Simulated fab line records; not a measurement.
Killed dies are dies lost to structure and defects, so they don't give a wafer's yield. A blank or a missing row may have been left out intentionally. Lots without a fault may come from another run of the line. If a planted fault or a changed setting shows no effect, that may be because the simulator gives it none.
Struck lot and sound lot, side by side + flow gf180mcu + 16 steps out of a route of 602
Sound: wafers L837.2, L837.4, L837.5. Struck: wafers L851.3, L851.5. (L851.1 of the same lot was not struck and is left out.) The cause comes at the end.
Each step with rows lists, per side, the tool, then ch with its chambers, then its first start. Under that, the readings that differ: sound wafers + struck wafers + difference of the means + sigmas: that difference in standard deviations of wafers without a fault.
alike: a reading whose means differ by less than 2 such deviations, as well as words and numbers matching on both sides. not compared: withheld readings; readings where some wafer has no value; bounds like >300 that might hide an equal value; numbers whose values overlap and for which the record gives no deviation.
Wherever a step has rows on one side only, a row that says differs or no value, or a row with sigmas, the two part there. Numbers that have no deviation but don't overlap get no sigmas and don't part them. Lack of a reading on every wafer of one side parts them only where that side has two or more wafers.

GF_SAB_STRIP_13: strips in O2/N2.
  sound on plasma-asher-01 ch 0, day 15 18:28; struck on plasma-asher-02 ch 0, day 20 23:21
  alike: drypump-motor-current-A, heater-power-w, oes-product-au, strip-time-to-endpoint-s
  not compared: rf-hours-counter-h
then, 2 steps without rows for these wafers: GF_SALICIDE_CLEAN_00 (cleans in SC1/SC2, time 150 s); GF_SALICIDE_WET_ETCH_01 (etches SiO2 in dHF, target depth 5 nm, time 100 s).
GF_SALICIDE_SPUTTER_02: material Co, target thk 10 nm, time 19.75 s.
  sound on pvd-sputter-04 at day 15 18:42; struck on pvd-sputter-04 at day 20 23:32
  alike: cathode-dc-power-W, throttle-valve-pct
GF_SALICIDE_SPUTTER_03: material TiN, target thk 20 nm, time 16.7 s.
  sound on pvd-sputter-04 at day 15 18:44; struck on pvd-sputter-04 at day 20 23:34
  alike: cathode-dc-power-W, throttle-valve-pct
GF_SALICIDE_RS_MEAS_04: the measuring method here is four-point-probe.
  sound on film-metro-02 at day 15 18:46; struck on film-metro-01 at day 20 23:35
  alike: SALICIDE_TIN_RS
GF_SALICIDE_THK_MEAS_05: measures by xrf.
  sound on film-metro-02 at day 15 18:53; struck on film-metro-01 at day 20 23:43
  alike: SALICIDE_TIN_THK
GF_SALICIDE_RTA_06: time 30 s.
  sound on rtp-anneal-01 ch 0, day 15 18:57; struck on rtp-anneal-02 ch 0, day 20 23:46
| reading            | sound          | struck    | difference | sigmas |
|--------------------|----------------|-----------|------------|--------|
| lamp-power-pct (%) | 6.51 6.51 6.52 | 6.31 6.31 | -0.20      | -2     |
  alike: wafer_temp_C_max
then, 1 step without rows for these wafers: GF_SALICIDE_WET_ETCH_07 (etches the open film in SPM, target depth 120 nm).
GF_SALICIDE_RTA_08: time 30 s.
  sound on rtp-anneal-02 ch 0, day 15 19:08; struck on rtp-anneal-01 ch 0, day 20 23:58
| reading            | sound             | struck      | difference | sigmas |
|--------------------|-------------------|-------------|------------|--------|
| lamp-power-pct (%) | 17.50 17.51 17.50 | 18.08 18.05 | +0.56      | +2     |
  alike: wafer_temp_C_max
then, 1 step without rows for these wafers: GF_CONTACT_CVD_00 (deposits SiO2, target thk 300 nm, time 50 s).
GF_CONTACT_THK_MEAS_01:
  sound on film-metro-02 at day 15 19:17; struck on film-metro-01 at day 21 00:07
  alike: CONTACT_CVD_00_THK
GF_CONTACT_CVD_02: deposits SiO2 from TEOS, target thk 860 nm, time 95.992 s.
  sound on pecvd-01 ch 1,2, day 15 19:20; struck on pecvd-04 ch 0, day 21 00:11
| reading                                  | sound           | struck      | difference | sigmas |
|------------------------------------------|-----------------|-------------|------------|--------|
| model.SiO2_of_CONTACT_CVD_02.thk-nm (nm) | 854.8 878 874.9 | 630.5 652.5 | -227.7     |        |
  alike: heater-power-w
GF_CONTACT_THK_MEAS_03:
  sound on film-metro-04 at day 15 19:25; struck on film-metro-04 at day 21 00:15
| reading                 | sound       | struck  | difference | sigmas |
|-------------------------|-------------|---------|------------|--------|
| CONTACT_CVD_02_THK (nm) | 856 877 875 | 630 652 | -228       | -19    |
GF_CONTACT_CMP_04: polishes SiO2.
  sound on cmp-02 ch 1,2,3, day 15 19:34; struck on cmp-02 ch 0,1, day 21 00:23
| reading                | sound       | struck | difference | sigmas |
|------------------------|-------------|--------|------------|--------|
| time-to-endpoint-s (s) | 111 117 117 | 27 33  | -85        | -11    |
  alike: motor-current-A, slurry-filter-dp-kPa
GF_CONTACT_BOW_MEAS_05:
  sound on film-metro-01 at day 15 19:47; struck on film-metro-01 at day 21 00:38
  alike: CONTACT_BOW

== WHERE THEY PART ==
At GF_SALICIDE_RTA_06 first; at GF_CONTACT_CMP_04 last (within this record only). Later steps at which nothing parts them and some readings are alike: GF_CONTACT_BOW_MEAS_05.

WHY: the cause the simulator had injected
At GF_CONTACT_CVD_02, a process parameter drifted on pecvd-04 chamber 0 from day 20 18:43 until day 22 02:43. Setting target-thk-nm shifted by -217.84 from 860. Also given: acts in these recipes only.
